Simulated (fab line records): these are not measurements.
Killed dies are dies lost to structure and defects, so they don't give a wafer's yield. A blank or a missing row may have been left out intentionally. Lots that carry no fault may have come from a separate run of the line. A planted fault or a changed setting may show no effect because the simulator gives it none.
fab line records / flow sfq-line
record lots=14 wafers=42 last-day=86
route steps=325 shown M4@156
lots with no fault: from the same line, run without faults
start-h: start of the lot's first displayed wafer, in hours after the record's first day / wait-h: hours from the lot's prior step to this one / " repeats the value in the row above / L1.1+2: several wafers, shown together as one row / - value missing, or start not given / * or withheld: withheld / < > ~ a bound
route shown NAME@n: names a module that has steps shown in the file, with the first one's number in the route / usual: average and standard deviation across the fault-free wafers / same: alike in all rows / chamber/n: place in a boat / sites: per-site readings / _std_site: how widely they spread, as a standard deviation / _edge_site: the outer-site mean with the inner-site mean subtracted / radius-mm: how far each site lies from the wafer's centre / mask NAME#n: copy n / behind: the most recent tool/chamber to have shaped the wafer / hold: why the lot was held/for how many hours/how that ended / device: the transistor (n, p or np) that didn't switch / end of line: the tests these same wafers got at the end of their route / where a step has no rows: the recipe by itself / killed: count of dies lost to structure and defects at first sort (not the wafer's yield) / map: the dies of a wafer, with x for killed, . for not killed, _ for no die there
set.NAME: the setting as run; set.NAME@STEP: as run at that earlier step / model.NAME: the simulator's own value behind a step, which no gauge read
route steps across a sampled set of lots; one table per step, one row per wafer
## steps
# step SFQ_TRILAYER_M4_LITHO_PEB_096
# recipe peb-temp-c=115 peb-time-s=60 resist=KrF
# usual chill-plate-temp-C=23.03/0.11 exhaust-pa=44.9/0.88
lot.wafer=L238.1 tool=litho-track-03 chamber=0 start-h=960.96 wait-h=1.0 chill-plate-temp-C=23.11 exhaust-pa=44.3
lot.wafer=L238.2 tool=litho-track-03 chamber=0 start-h=960.96 wait-h=1.0 chill-plate-temp-C=23.02 exhaust-pa=44.8
lot.wafer=L238.3 tool=litho-track-03 chamber=0 start-h=960.96 wait-h=1.0 chill-plate-temp-C=23.19 exhaust-pa=44.5
lot.wafer=L240.1 tool=litho-track-03 chamber=0 start-h=968.85 wait-h=1.0 chill-plate-temp-C=23.07 exhaust-pa=45.0
lot.wafer=L240.2 tool=litho-track-03 chamber=0 start-h=968.85 wait-h=1.0 chill-plate-temp-C=23.07 exhaust-pa=45.8
lot.wafer=L240.4 tool=litho-track-03 chamber=0 start-h=968.85 wait-h=1.0 chill-plate-temp-C=22.94 exhaust-pa=45.0
lot.wafer=L243.1 tool=litho-track-04 chamber=0 start-h=978.44 wait-h=1.0 chill-plate-temp-C=23.03 exhaust-pa=45.4
lot.wafer=L243.3 tool=litho-track-04 chamber=0 start-h=978.44 wait-h=1.0 chill-plate-temp-C=22.88 exhaust-pa=44.4
lot.wafer=L243.4 tool=litho-track-04 chamber=0 start-h=978.44 wait-h=1.0 chill-plate-temp-C=22.96 exhaust-pa=45.1
lot.wafer=L244.1 tool=litho-track-04 chamber=0 start-h=981.96 wait-h=- chill-plate-temp-C=23.10 exhaust-pa=44.1
lot.wafer=L244.3 tool=litho-track-04 chamber=0 start-h=981.96 wait-h=- chill-plate-temp-C=23.18 exhaust-pa=44.3
lot.wafer=L244.5 tool=litho-track-04 chamber=0 start-h=981.96 wait-h=- chill-plate-temp-C=23.07 exhaust-pa=44.2
lot.wafer=L245.1 tool=litho-track-03 chamber=0 start-h=983.16 wait-h=1.0 chill-plate-temp-C=22.85 exhaust-pa=44.8
lot.wafer=L245.4 tool=litho-track-03 chamber=0 start-h=983.16 wait-h=1.0 chill-plate-temp-C=22.86 exhaust-pa=44.6
lot.wafer=L245.6 tool=litho-track-03 chamber=0 start-h=983.16 wait-h=1.0 chill-plate-temp-C=22.87 exhaust-pa=44.5
lot.wafer=L250.2 tool=litho-track-03 chamber=0 start-h=1068.28 wait-h=0.8 chill-plate-temp-C=22.97 exhaust-pa=45.1
lot.wafer=L250.3 tool=litho-track-03 chamber=0 start-h=1068.28 wait-h=0.8 chill-plate-temp-C=23.03 exhaust-pa=44.5
lot.wafer=L250.4 tool=litho-track-03 chamber=0 start-h=1068.28 wait-h=0.8 chill-plate-temp-C=23.19 exhaust-pa=44.4
lot.wafer=L252.3 tool=litho-track-02 chamber=- start-h=1073.11 wait-h=0.7 chill-plate-temp-C=- exhaust-pa=-
lot.wafer=L252.4 tool=litho-track-02 chamber=- start-h=1073.11 wait-h=0.7 chill-plate-temp-C=- exhaust-pa=-
lot.wafer=L252.6 tool=litho-track-02 chamber=- start-h=1073.11 wait-h=0.7 chill-plate-temp-C=- exhaust-pa=-
lot.wafer=L253.2 tool=litho-track-02 chamber=- start-h=1074.28 wait-h=0.8 chill-plate-temp-C=- exhaust-pa=-
lot.wafer=L253.4 tool=litho-track-02 chamber=- start-h=1074.28 wait-h=0.8 chill-plate-temp-C=- exhaust-pa=-
lot.wafer=L253.6 tool=litho-track-02 chamber=- start-h=1074.28 wait-h=0.8 chill-plate-temp-C=- exhaust-pa=-
lot.wafer=L255.2 tool=litho-track-02 chamber=0 start-h=1076.68 wait-h=0.8 chill-plate-temp-C=23.04 exhaust-pa=43.7
lot.wafer=L255.4 tool=litho-track-02 chamber=0 start-h=1076.68 wait-h=0.8 chill-plate-temp-C=23.07 exhaust-pa=44.1
lot.wafer=L255.6 tool=litho-track-02 chamber=0 start-h=1076.68 wait-h=0.8 chill-plate-temp-C=22.96 exhaust-pa=45.7
lot.wafer=L256.1 tool=litho-track-02 chamber=0 start-h=1077.86 wait-h=1.0 chill-plate-temp-C=22.90 exhaust-pa=44.2
lot.wafer=L256.2 tool=litho-track-02 chamber=0 start-h=1077.86 wait-h=1.0 chill-plate-temp-C=22.99 exhaust-pa=45.7
lot.wafer=L256.3 tool=litho-track-02 chamber=0 start-h=1077.86 wait-h=1.0 chill-plate-temp-C=22.89 exhaust-pa=45.1
lot.wafer=L258.1 tool=litho-track-03 chamber=0 start-h=1207.68 wait-h=1.0 chill-plate-temp-C=23.19 exhaust-pa=44.2
lot.wafer=L258.2 tool=litho-track-03 chamber=0 start-h=1207.68 wait-h=1.0 chill-plate-temp-C=23.11 exhaust-pa=44.5
lot.wafer=L258.5 tool=litho-track-03 chamber=0 start-h=1207.68 wait-h=1.0 chill-plate-temp-C=23.21 exhaust-pa=44.5
lot.wafer=L259.1 tool=litho-track-03 chamber=0 start-h=1210.14 wait-h=1.0 chill-plate-temp-C=22.99 exhaust-pa=43.6
lot.wafer=L259.2 tool=litho-track-03 chamber=0 start-h=1210.14 wait-h=1.0 chill-plate-temp-C=23.09 exhaust-pa=46.1
lot.wafer=L259.3 tool=litho-track-03 chamber=0 start-h=1210.14 wait-h=1.0 chill-plate-temp-C=23.06 exhaust-pa=44.4
lot.wafer=L260.2 tool=litho-track-02 chamber=0 start-h=1244.60 wait-h=0.8 chill-plate-temp-C=23.13 exhaust-pa=44.6
lot.wafer=L260.4 tool=litho-track-02 chamber=0 start-h=1244.60 wait-h=0.8 chill-plate-temp-C=22.88 exhaust-pa=45.5
lot.wafer=L260.5 tool=litho-track-02 chamber=0 start-h=1244.60 wait-h=0.8 chill-plate-temp-C=23.15 exhaust-pa=45.2
lot.wafer=L261.2 tool=litho-track-02 chamber=0 start-h=1256.60 wait-h=0.8 chill-plate-temp-C=22.88 exhaust-pa=44.2
lot.wafer=L261.3 tool=litho-track-02 chamber=0 start-h=1256.60 wait-h=0.8 chill-plate-temp-C=22.98 exhaust-pa=43.5
lot.wafer=L261.6 tool=litho-track-02 chamber=0 start-h=1256.60 wait-h=0.8 chill-plate-temp-C=23.03 exhaust-pa=44.6
## key
first-sign step=SFQ_TRILAYER_M4_LITHO_PEB_096 reading=tool-record direction=missing
effect none on later readings
met-at SFQ_TRILAYER_M4_LITHO_PEB_096
struck-lots L252,L253
fault kind=skipped-step-whole tool=litho-track-02 chamber=- onset-h=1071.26 steps=SFQ_TRILAYER_M4_LITHO_PEB_096 scope=struck-lots-only
